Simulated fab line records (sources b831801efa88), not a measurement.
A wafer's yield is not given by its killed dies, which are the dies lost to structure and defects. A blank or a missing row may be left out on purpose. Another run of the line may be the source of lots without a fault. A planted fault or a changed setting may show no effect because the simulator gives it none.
Commonality check across tools :: flow gf180mcu :: 14 lots and 42 wafers in the sample

== REASON IT WAS OPENED ==
2 of 14 lots carry a flag on the reading HV_LDD_2_TW at GF_HV_LDD_TW_MEAS_23. Fault-free wafers read 1052, with a standard deviation of 5.4.
Rule: a lot is flagged in two cases, either no wafer of it has a number, or all its wafers with numbers fall more than 4 standard deviations from that mean. All remaining lots are regarded as sound.

lot: L328
measured: day 10 19:37
on: filmMetro-02
HV_LDD_2_TW, wafer by wafer: 1052 1046 1052
flag: 

lot: L330
measured: day 11 10:27
on: filmMetro-02
HV_LDD_2_TW, wafer by wafer: 1051 1050 1051
flag: 

lot: L331
measured: day 11 15:21
on: filmMetro-03
HV_LDD_2_TW, wafer by wafer: 1047 1044 1044
flag: 

lot: L333
measured: day 12 09:27
on: filmMetro-03
HV_LDD_2_TW, wafer by wafer: 1043 1053 1052
flag: 

lot: L334
measured: day 12 13:46
on: filmMetro-04
HV_LDD_2_TW, wafer by wafer: 1060 1056 1056
flag: 

lot: L335
measured: day 12 22:44
on: filmMetro-04
HV_LDD_2_TW, wafer by wafer: 1061 1064 1057
flag: 

lot: L336
measured: day 13 07:28
on: filmMetro-03
HV_LDD_2_TW, wafer by wafer: 1051 1049 1047
flag: 

lot: L340
measured: day 14 17:03
on: filmMetro-03
HV_LDD_2_TW, wafer by wafer: 1019 1018 1020
flag: FLAGGED

lot: L344
measured: day 15 17:50
on: filmMetro-02
HV_LDD_2_TW, wafer by wafer: 1015 1015 1017
flag: FLAGGED

lot: L346
measured: day 16 12:01
on: filmMetro-04
HV_LDD_2_TW, wafer by wafer: 1046 1051 1046
flag: 

lot: L347
measured: day 16 20:37
on: filmMetro-04
HV_LDD_2_TW, wafer by wafer: 1059 1056 1055
flag: 

lot: L348
measured: day 16 23:13
on: filmMetro-02
HV_LDD_2_TW, wafer by wafer: 1050 1056 1052
flag: 

lot: L350
measured: day 17 15:44
on: filmMetro-02
HV_LDD_2_TW, wafer by wafer: 1060 1054 1059
flag: 

lot: L351
measured: day 18 02:33
on: filmMetro-04
HV_LDD_2_TW, wafer by wafer: 1053 1055 1055
flag: 
The numbers of the flagged lots are 1017 on average: -35 against the usual, or -6 standard deviations.

== EACH LOT AND THE TOOL IT RAN ON ==
The record holds 2 process steps before the reading, out of a route of 602 steps. Cell contents, in order: the tool; ch with the chambers the sampled wafers went through; the start.
lot: L328
flag: 
GF_VT_IMPLANT_RTA_45: rtpAnneal-02 ch 0, day 7 14:28
GF_HV_LDD_IMPLANT_21: implanter-03 ch 0, day 10 19:22

lot: L330
flag: 
GF_VT_IMPLANT_RTA_45: rtpAnneal-01 ch 0, day 8 03:24
GF_HV_LDD_IMPLANT_21: implanter-03 ch 0, day 11 10:12

lot: L331
flag: 
GF_VT_IMPLANT_RTA_45: rtpAnneal-02 ch 0, day 8 09:28
GF_HV_LDD_IMPLANT_21: implanter-02 ch 0, day 11 15:06

lot: L333
flag: 
GF_VT_IMPLANT_RTA_45: rtpAnneal-01 ch 0, day 9 00:54
GF_HV_LDD_IMPLANT_21: implanter-01 ch 0, day 12 09:12

lot: L334
flag: 
GF_VT_IMPLANT_RTA_45: rtpAnneal-02 ch 0, day 9 03:32
GF_HV_LDD_IMPLANT_21: implanter-01 ch 0, day 12 13:32

lot: L335
flag: 
GF_VT_IMPLANT_RTA_45: rtpAnneal-01 ch 0, day 9 11:03
GF_HV_LDD_IMPLANT_21: implanter-03 ch 0, day 12 22:31

lot: L336
flag: 
GF_VT_IMPLANT_RTA_45: rtpAnneal-01 ch 0, day 9 17:57
GF_HV_LDD_IMPLANT_21: implanter-01 ch 0, day 13 07:13

lot: L340
flag: FLAGGED
GF_VT_IMPLANT_RTA_45: rtpAnneal-01 ch 0, day 10 22:25
GF_HV_LDD_IMPLANT_21: implanter-03 ch 0, day 14 16:48

lot: L344
flag: FLAGGED
GF_VT_IMPLANT_RTA_45: rtpAnneal-01 ch 0, day 12 00:04
GF_HV_LDD_IMPLANT_21: implanter-03 ch 0, day 15 17:35

lot: L346
flag: 
GF_VT_IMPLANT_RTA_45: rtpAnneal-01 ch 0, day 12 14:15
GF_HV_LDD_IMPLANT_21: implanter-01 ch 0, day 16 11:46

lot: L347
flag: 
GF_VT_IMPLANT_RTA_45: rtpAnneal-02 ch 0, day 12 20:03
GF_HV_LDD_IMPLANT_21: implanter-02 ch 0, day 16 20:22

lot: L348
flag: 
GF_VT_IMPLANT_RTA_45: rtpAnneal-01 ch 0, day 13 02:55
GF_HV_LDD_IMPLANT_21: implanter-01 ch 0, day 16 22:58

lot: L350
flag: 
GF_VT_IMPLANT_RTA_45: rtpAnneal-02 ch 0, day 13 15:44
GF_HV_LDD_IMPLANT_21: implanter-01 ch 0, day 17 15:31

lot: L351
flag: 
GF_VT_IMPLANT_RTA_45: rtpAnneal-02 ch 0, day 13 23:18
GF_HV_LDD_IMPLANT_21: implanter-01 ch 0, day 18 02:19
What is done by these steps:
- GF_VT_IMPLANT_RTA_45: time 30 s.
- GF_HV_LDD_IMPLANT_21
- GF_HV_LDD_TW_MEAS_23

== FLAGGED OVER TOTAL, TOOL BY TOOL (the gauges that took the reading come last) ==
step: GF_VT_IMPLANT_RTA_45
tool: rtpAnneal-01
lots run: 8
flagged: 2
share of the flagged lots: all
sound lots run after its first flagged lot: 2 (L346,L348)

step: GF_VT_IMPLANT_RTA_45
tool: rtpAnneal-02
lots run: 6
flagged: 0
share of the flagged lots: none
sound lots run after its first flagged lot: -

step: GF_HV_LDD_IMPLANT_21
tool: implanter-01
lots run: 7
flagged: 0
share of the flagged lots: none
sound lots run after its first flagged lot: -

step: GF_HV_LDD_IMPLANT_21
tool: implanter-02
lots run: 2
flagged: 0
share of the flagged lots: none
sound lots run after its first flagged lot: -

step: GF_HV_LDD_IMPLANT_21
tool: implanter-03
lots run: 5
flagged: 2
share of the flagged lots: all
sound lots run after its first flagged lot: 0

step: GF_HV_LDD_TW_MEAS_23
tool: filmMetro-02
lots run: 5
flagged: 1
share of the flagged lots: some
sound lots run after its first flagged lot: 2 (L348,L350)

step: GF_HV_LDD_TW_MEAS_23
tool: filmMetro-03
lots run: 4
flagged: 1
share of the flagged lots: some
sound lots run after its first flagged lot: 0

step: GF_HV_LDD_TW_MEAS_23
tool: filmMetro-04
lots run: 5
flagged: 0
share of the flagged lots: none
sound lots run after its first flagged lot: -

== WHAT THE TABLE PERMITS ==
In 2 table rows, all flagged lots were run: rtpAnneal-01 (GF_VT_IMPLANT_RTA_45), implanter-03 (GF_HV_LDD_IMPLANT_21).
- rtpAnneal-01 at GF_VT_IMPLANT_RTA_45: 2 of its 8 lots flagged. Sound lots followed the first flagged one (L346, L348) on it, something a lasting fault affecting the whole tool could not allow.
- implanter-03 at GF_HV_LDD_IMPLANT_21: 2 of its 5 lots flagged. It ran its last sound lot, L335, at day 12 22:31 and its first flagged lot, L340, at day 14 16:48: a fault with its onset between the two fits. Its own readings lie more than 4 standard deviations out on every wafer of the flagged lots: beamEnergyKeV.
One tool is left: implanter-03 at GF_HV_LDD_IMPLANT_21.

== WHAT THE SIMULATOR PUT IN ==
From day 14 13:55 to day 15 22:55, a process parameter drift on implanter-03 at GF_HV_LDD_IMPLANT_21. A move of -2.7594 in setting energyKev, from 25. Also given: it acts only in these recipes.
Lots struck among those shown: L340, L344. This agrees with what the rule above found.
